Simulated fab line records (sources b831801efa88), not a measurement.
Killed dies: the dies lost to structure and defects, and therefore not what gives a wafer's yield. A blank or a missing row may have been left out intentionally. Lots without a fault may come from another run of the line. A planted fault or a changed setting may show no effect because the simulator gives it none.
Problem report, 8D (eight disciplines) form, completed by code | flow gf180mcu | the parts of the form that need people (team, actions taken, sign-off) are left out

## 1. PROBLEM STATEMENT
Across 9 wafers from 3 lots, NSD_RS at GF_PSD_RS_MEAS_14 averages 40.57 ohm/sq, while fault-free wafers read 46.12 ohm/sq with a standard deviation of 0.089. Measured from the usual mean, that is -62 standard deviations.
The step: measures by four-point-probe.
Seen first at day 16 04:41 on filmMetro-03, wafer L363.3. The record has a number at this step for 39 wafers belonging to 13 lots. The rule behind "out" and "out of limits": a value lying over 4 standard deviations away from the usual mean. All remaining wafers that have a number are taken as sound.

## 2. WHAT IT IS, WHAT IT ISN'T
question                    | is                         | is not
which readings at this step | NSD_RS                     | -
which lots                  | L363, L366, L367           | L357, L361, L362, L373, L374, L375, L376, L377, L378, L379
which wafers of those lots  | all that have a number     | -
read on which gauges        | filmMetro-01, filmMetro-03 | filmMetro-02
when                        | from day 16 04:41          | up to then (9 sound wafers); but 21 sound wafers of L373, L374, L375, L376, L377, L378, L379 came after

## 3. SUSPECTS, AND WHAT RULES EACH OUT
Counting: a tool at any process step up to the reading remains a suspect when it ran all the lots that are out and ran no sound lot after the first of those.
- the gauge at GF_PSD_RS_MEAS_14 has been ruled out. The wafers that are out were read on 2 gauges (filmMetro-01, filmMetro-03).
- rtpAnneal-02 at GF_PSD_RTA_13 (time 20 s): ruled out as a lasting fault. After its first lot that is out, L363 (day 16 04:35), sound lots L375, L378 ran on it.
Left after counting: nothing in the record.

## 4. THE CAUSE (what the simulator had put in)
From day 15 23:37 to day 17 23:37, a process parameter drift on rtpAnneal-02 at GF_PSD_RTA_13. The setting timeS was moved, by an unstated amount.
It was ruled out by counting, in error; the rule expects a fault to strike all lots run on its tool from its start on, and this fault did not.

## 5. SEQUENCE OF EFFECTS, ordered by route
One row per reading whose mean, taken over the struck wafers that have a number, lies over 3 standard deviations from the usual. Readings are gone through only where the record gives a usual standard deviation; hours: the median, over the lots, of the time from a lot's start at the first step in this table giving one to that lot's start at this step; sigmas: the change measured in usual standard deviations.
hours | step              | reading    | usual        | on struck wafers | change | sigmas
0     | GF_PSD_RTA_13     | runLengthS | 48.8 s       | 83.0             | +34.2  | +88
0     | GF_PSD_RS_MEAS_14 | NSD_RS     | 46.12 ohm/sq | 40.57            | -5.55  | -62
0     | GF_PSD_RS_MEAS_15 | PSD_RS     | 108.6 ohm/sq | 98.6             | -10.0  | -32
Process steps it contains:
- GF_PSD_RTA_13: time 20 s.

## 6. HOW IT WOULD HAVE BEEN CAUGHT EARLIER
Counted from the fault's start at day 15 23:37, it took 5 hours until the first out-of-limits reading at a measuring or inspecting step in this record, taken at day 16 04:41.
At GF_PSD_RTA_13, the tool's own readings (runLengthS) were out on each struck wafer the step has a row for, so an alarm limit on them would have fired on the first such wafer.
